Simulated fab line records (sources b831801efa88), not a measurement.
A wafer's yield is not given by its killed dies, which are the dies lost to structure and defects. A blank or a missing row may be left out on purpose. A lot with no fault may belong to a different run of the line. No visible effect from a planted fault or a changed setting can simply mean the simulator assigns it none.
The tool behind it: which one? | flow sky130 | Sampling: 12 lots, 36 wafers, 5 of 708 route steps

WHAT THE GAUGES SHOWED, per wafer
SKY_NWELL_OVL_MEAS_23. Usual: NWELL_01_OVL gives -0.2 nm (standard deviation 1.3).
lot  | measured     | on         | NWELL_01_OVL (nm) | flag
L459 | day 5 15:55  | overlay-02 | 0.6 -0.5 -2.9     |
L461 | day 5 22:56  | overlay-02 | -1.3 -1.9 -3.3    |
L463 | day 6 10:05  | overlay-02 | -1.7 -2.4 -0.2    |
L465 | day 7 15:37  | overlay-01 | 0.9 -0.5 -0.5     |
L466 | day 7 16:20  | overlay-01 | 0.3 1.2 -0.9      |
L469 | day 8 03:23  | overlay-02 | 1.0 1.1 -1.3      |
L470 | day 9 04:28  | overlay-01 | 1.3 2.0 0.8       |
L472 | day 9 05:25  | overlay-02 | 0.1 0.9 2.2       |
L473 | day 9 12:53  | overlay-02 | 2.8 0.6 1.1       |
L474 | day 9 15:20  | overlay-02 | 252.3 255.7 255.1 | OFF
L477 | day 10 01:08 | overlay-02 | 256.3 255.9 255.5 | OFF
L481 | day 11 04:43 | overlay-01 | 0.8 1.9 1.1       |

SKY_LI_CONTACT_THK_MEAS_01. Usual: LI_CONTACT_HDPCVD_THK gives 932 nm (standard deviation 8).
lot  | measured     | on            | LI_CONTACT_HDPCVD_THK (nm) | flag
L459 | day 27 17:41 | film-metro-01 | 928 933 936                |
L461 | day 28 09:42 | film-metro-04 | 929 927 934                |
L463 | day 29 02:47 | film-metro-02 | 928 939 929                |
L465 | day 30 11:47 | film-metro-04 | 935 923 939                |
L466 | day 30 19:02 | film-metro-04 | 931 947 935                |
L469 | day 31 09:24 | film-metro-02 | 930 934 923                |
L470 | day 32 17:20 | film-metro-02 | 947 940 931                |
L472 | day 32 19:29 | film-metro-04 | 931 924 926                |
L473 | day 33 07:29 | film-metro-02 | 916 930 920                |
L474 | day 33 13:41 | film-metro-02 | 936 927 918                |
L477 | day 33 20:32 | film-metro-01 | 932 929 932                |
L481 | day 35 03:44 | film-metro-02 | 927 938 953                |

TOOL THAT RAN EACH LOT (tool first, then ch and the chambers of the sampled wafers, then the start)
lot  | SKY_NWELL_EXPOSE_20                 | SKY_NWELL_STRIP_25                   | SKY_VT_ADJUST_HVTP_STRIP_10
L459 | iline-stepper-01 ch 0, day 5 06:10  | plasma-asher-04 ch 0,1, day 5 16:06  | plasma-asher-04 ch 0,1, day 6 09:59
L461 | iline-stepper-01 ch 0, day 5 14:18  | plasma-asher-03 ch 0,1, day 5 23:09  | plasma-asher-01 ch 0,1, day 6 17:46
L463 | iline-stepper-01 ch 0, day 6 01:20  | plasma-asher-03 ch 0,1, day 6 10:16  | plasma-asher-04 ch 0,1, day 7 06:19
L465 | iline-stepper-01 ch 0, day 7 05:58  | plasma-asher-04 ch 0,1, day 7 15:49  | plasma-asher-04 ch 0,1, day 8 12:50
L466 | iline-stepper-01 ch 0, day 7 06:30  | plasma-asher-03 ch 0,1, day 7 16:31  | plasma-asher-01 ch 0,1, day 8 13:11
L469 | iline-stepper-01 ch 0, day 7 17:29  | plasma-asher-04 ch 0,1, day 8 03:36  | plasma-asher-01 ch 0,1, day 9 00:52
L470 | iline-stepper-02 ch 0, day 8 17:32  | plasma-asher-02 ch 0,1, day 9 04:40  | plasma-asher-01 ch 0,1, day 10 03:02
L472 | iline-stepper-01 ch 0, day 8 18:25  | plasma-asher-03 ch 0,1, day 9 05:36  | plasma-asher-04 ch 0,1, day 10 04:34
L473 | iline-stepper-01 ch 0, day 9 01:59  | plasma-asher-02 ch 0,1, day 9 13:04  | plasma-asher-03 ch 0,1, day 10 12:37
L474 | iline-stepper-01 ch 0, day 9 05:05  | plasma-asher-03 ch 0,1, day 9 15:31  | plasma-asher-01 ch 0,1, day 10 15:17
L477 | iline-stepper-01 ch 0, day 9 14:15  | plasma-asher-03 ch 0,1, day 10 01:19 | plasma-asher-01 ch 0,1, day 11 00:41
L481 | iline-stepper-02 ch 0, day 10 17:28 | plasma-asher-03 ch 0,1, day 11 04:55 | plasma-asher-03 ch 0,1, day 12 05:50
- SKY_NWELL_EXPOSE_20: exposes mask NWM COMPLEMENT, target cd 840 nm.
- SKY_NWELL_STRIP_25: strips in O2/N2.
- SKY_VT_ADJUST_HVTP_STRIP_10: strips in O2/N2.

WHAT THE TOOLS THEMSELVES READ (means of the sampled wafers that have a number; where no wafer has one, the mark that the record gives instead)
SKY_NWELL_STRIP_25. Usual: chamber-pressure-mTorr 1500.2 mTorr, standard deviation 1.5; drypump-motor-current-A 5.9 A, standard deviation 0.36; oes-product-au 0.722 a.u., standard deviation 0.0045; strip-time-to-endpoint-s 36.95 s, standard deviation 0.1.
lot  | tool            | chamber-pressure-mTorr (mTorr) | drypump-motor-current-A (A) | oes-product-au (a.u.) | strip-time-to-endpoint-s (s) | flag
L459 | plasma-asher-04 | 1499.2                         | 5.6                         | 0.723                 | 36.81                        |
L461 | plasma-asher-03 | 1501.1                         | 6.3                         | 0.723                 | 36.99                        |
L463 | plasma-asher-03 | 1500.6                         | 6.3                         | 0.720                 | 36.86                        |
L465 | plasma-asher-04 | 1500.1                         | 5.5                         | 0.727                 | 36.87                        |
L466 | plasma-asher-03 | 1500.5                         | 6.3                         | 0.724                 | 36.95                        |
L469 | plasma-asher-04 | 1501.0                         | 5.6                         | 0.721                 | 36.89                        |
L470 | plasma-asher-02 | 1500.4                         | 5.7                         | 0.722                 | 37.03                        |
L472 | plasma-asher-03 | 1499.4                         | 6.1                         | 0.717                 | 37.01                        |
L473 | plasma-asher-02 | 1501.2                         | 5.7                         | 0.719                 | 36.85                        |
L474 | plasma-asher-03 | 1500.7                         | 6.3                         | 0.723                 | 36.84                        |
L477 | plasma-asher-03 | 1500.9                         | 6.1                         | 0.724                 | 37.12                        |
L481 | plasma-asher-03 | 1500.5                         | 6.1                         | 0.726                 | 37.08                        |

SKY_VT_ADJUST_HVTP_STRIP_10. Usual: chamber-pressure-mTorr 1500.1 mTorr, standard deviation 1.3; drypump-motor-current-A 5.9 A, standard deviation 0.41; oes-product-au 0.716 a.u., standard deviation 0.0045; strip-time-to-endpoint-s 14.19 s, standard deviation 0.04.
lot  | tool            | chamber-pressure-mTorr (mTorr) | drypump-motor-current-A (A) | oes-product-au (a.u.) | strip-time-to-endpoint-s (s) | flag
L459 | plasma-asher-04 | 1500.5                         | 5.7                         | 0.716                 | 14.12                        |
L461 | plasma-asher-01 | 1500.5                         | 6.1                         | 0.718                 | 14.26                        |
L463 | plasma-asher-04 | 1500.6                         | 5.7                         | 0.719                 | 14.15                        |
L465 | plasma-asher-04 | 1499.1                         | 5.4                         | 0.714                 | 14.12                        |
L466 | plasma-asher-01 | 1498.7                         | 6.2                         | 0.716                 | 14.22                        |
L469 | plasma-asher-01 | 1499.7                         | 6.1                         | 0.719                 | 14.18                        |
L470 | plasma-asher-01 | 1499.1                         | 6.1                         | 0.718                 | 14.22                        |
L472 | plasma-asher-04 | 1499.8                         | 5.5                         | 0.718                 | 14.19                        |
L473 | plasma-asher-03 | 1501.1                         | 6.3                         | 0.714                 | 14.17                        |
L474 | plasma-asher-01 | 1499.9                         | 6.2                         | 0.715                 | 14.20                        |
L477 | plasma-asher-01 | 1500.2                         | 6.1                         | 0.717                 | 14.20                        |
L481 | plasma-asher-03 | 1499.5                         | 6.1                         | 0.716                 | 14.18                        |

THE ANSWER, worked out from the rows above alone
Rule: a lot is off if the mean of its wafers that have a number lies more than 3 standard deviations from the usual mean. Also off: a lot with no number at a reading for which 4 or more lots have one. Any other lot the step has rows for is counted as sound. Order of review: gauges by route order, followed by the tools' own readings, for which a lot's mean as printed above is used. At the first step where some lot is off, the reading lying furthest off is the one used; lots without a number count as furthest.
Off: L474, L477, seen at SKY_NWELL_OVL_MEAS_23 (NWELL_01_OVL).
A tool fits if, at a process step before that reading, it ran every lot that is off, and no sound lot after the first of them. Gauges at SKY_NWELL_OVL_MEAS_23: tried the same way as those tools. 2 tools fit, iline-stepper-01 at SKY_NWELL_EXPOSE_20 and overlay-02 at SKY_NWELL_OVL_MEAS_23, so this cannot tell which one it is.

WHAT HAD BEEN PUT IN BY THE SIMULATOR
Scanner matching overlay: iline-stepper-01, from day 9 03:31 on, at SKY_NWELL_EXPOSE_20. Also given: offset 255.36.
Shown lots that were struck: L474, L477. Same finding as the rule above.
